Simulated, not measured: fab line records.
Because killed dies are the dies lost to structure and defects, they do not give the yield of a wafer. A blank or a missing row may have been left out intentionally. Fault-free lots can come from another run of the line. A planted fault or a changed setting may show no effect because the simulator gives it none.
Comparing a struck lot with a sound one + flow sky130 + 17 steps out of a route of 708
Sound: wafers L369.1, L369.5, L369.6. Struck: wafers L382.2, L382.5, L382.6. At the end, the cause is stated.
Each step with rows lists, per side, the tool, then ch with its chambers, then its first start. Under that, the readings that differ: sound wafers + struck wafers + difference of the means + sigmas: that difference in standard deviations of wafers without a fault.
alike: a reading whose means differ by less than 2 such deviations, as well as words and numbers matching on both sides. not compared: withheld readings; readings where some wafer has no value; bounds like >300 that might hide an equal value; numbers whose values overlap and for which the record gives no deviation.
A row with sigmas, a row that says differs or no value, or rows on one side alone: a step with any of these is where the two part. Non-overlapping numbers with no deviation appear without sigmas and do not part them. A reading missing from all wafers of one side parts the sides only when that side holds two or more wafers.

first, 1 step without rows for these wafers: SKY_LDD_N_IMPLANT_15.
SKY_LDD_N_STRIP_16: strips in O2/N2.
  sound on plasma-asher-02 ch 0,1, day 17 18:49; struck on plasma-asher-02 ch 0,1, day 22 16:44
  alike: drypump-motor-current-A, oes-product-au, strip-time-to-endpoint-s
  not compared: rf-hours-counter-h
SKY_LDD_N_TW_MEAS_17:
  sound on film-metro-01 at day 17 18:55; struck on film-metro-01 at day 22 16:51
  alike: LDD_N_TW
then, 7 steps without rows for these wafers: SKY_LDD_P_DEHYDRATE_00 (time 60 s); SKY_LDD_P_HMDS_01 (prime time 60 s); SKY_LDD_P_COAT_02 (resist thk 1140 nm); SKY_LDD_P_SOFTBAKE_03 (time 60 s); SKY_LDD_P_EXPOSE_04 (exposes mask PSDM, target cd 380 nm); SKY_LDD_P_PEB_05; SKY_LDD_P_DEVELOP_06 (develop time 60 s).
SKY_LDD_P_CD_MEAS_07: target cd 380 nm.
  sound on cd-sem-02 at day 19 01:26; struck on cd-sem-02 at day 23 23:11
  alike: cd-nm
SKY_LDD_P_OVL_MEAS_08:
  sound on overlay-01 at day 19 01:34; struck on overlay-02 at day 23 23:18
  alike: LDD_P_OVL
SKY_LDD_P_IMPLANT_09:
  sound on implanter-04 ch 0, day 19 01:36; struck on implanter-01 ch 0, day 23 23:21
| reading            | sound                            | struck                       | difference | sigmas      |
|--------------------|----------------------------------|------------------------------|------------|-------------|
| dose-ions-cm2      | 1.0007e+13 1.0005e+13 1.0004e+13 | 6.21e+12 6.194e+12 6.206e+12 | -3.80e+12  | -99 or more |
| faraday-current-uA | 58.3 55.1 57.1                   | 34.6 35.2 33.7               | -22.3      | -20         |
SKY_LDD_P_STRIP_10: strips in O2/N2.
  sound on plasma-asher-03 ch 0,1, day 19 01:45; struck on plasma-asher-04 ch 0,1, day 23 23:29
  alike: drypump-motor-current-A, oes-product-au, strip-time-to-endpoint-s
  not compared: rf-hours-counter-h
SKY_LDD_P_TW_MEAS_11:
  sound on film-metro-03 at day 19 01:51; struck on film-metro-01 at day 23 23:35
| reading  | sound       | struck      | difference | sigmas |
|----------|-------------|-------------|------------|--------|
| LDD_P_TW | 646 649 646 | 547 546 551 | -99        | -20    |
then, 1 step without rows for these wafers: SKY_LDD_HVN_DEHYDRATE_00 (time 60 s).
-- a jump in the record: the struck wafers' starts before and after are 25 days apart (it breaks off in module LDD_HVN and resumes in module PAD_OPEN, where the first step shown is number 708 of the route) --
SKY_PAD_OPEN_PROBE_99:
  sound on prober-02 at day 45 17:34; struck on prober-01 at day 49 02:25
| reading                                | sound                   | struck                        | difference | sigmas |
|----------------------------------------|-------------------------|-------------------------------|------------|--------|
| model.etest.tip-p.rs-ohm-sq            | 6947 6986 6958          | 1.001e+04 1.004e+04 1.001e+04 | +3.056e+03 |        |
| model.etest.pfet_01v8.vt-sat-v (V)     | -0.5728 -0.5825 -0.6173 | -0.5421 -0.5615 -0.5635       | +0.0352    |        |
| model.etest.pfet_01v8.vt-v (V)         | -0.7818 -0.7908 -0.8031 | -0.762 -0.773 -0.7715         | +0.023     |        |
| model.etest.pfet_01v8_hvt.vt-sat-v (V) | -0.8206 -0.8194 -0.8417 | -0.8032 -0.8105 -0.8151       | +0.0176    |        |
  alike: killed_at_M0_to_M3, killed_at_M4_up, killed-at-contacts, killed-at-front-end, killed-at-other, killed-dies, killed-open, killed-short
  not compared: model.etest.tip-p.rs-ohm-sq-range

## WHERE THEY PART
First at SKY_LDD_P_IMPLANT_09; last, within this record, at SKY_LDD_P_TW_MEAS_11. Later steps at which nothing parts them and some readings are alike: SKY_PAD_OPEN_PROBE_99.

WHY: whatever the simulator had introduced
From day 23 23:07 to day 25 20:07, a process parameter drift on implanter-01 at SKY_LDD_P_IMPLANT_09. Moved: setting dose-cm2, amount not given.
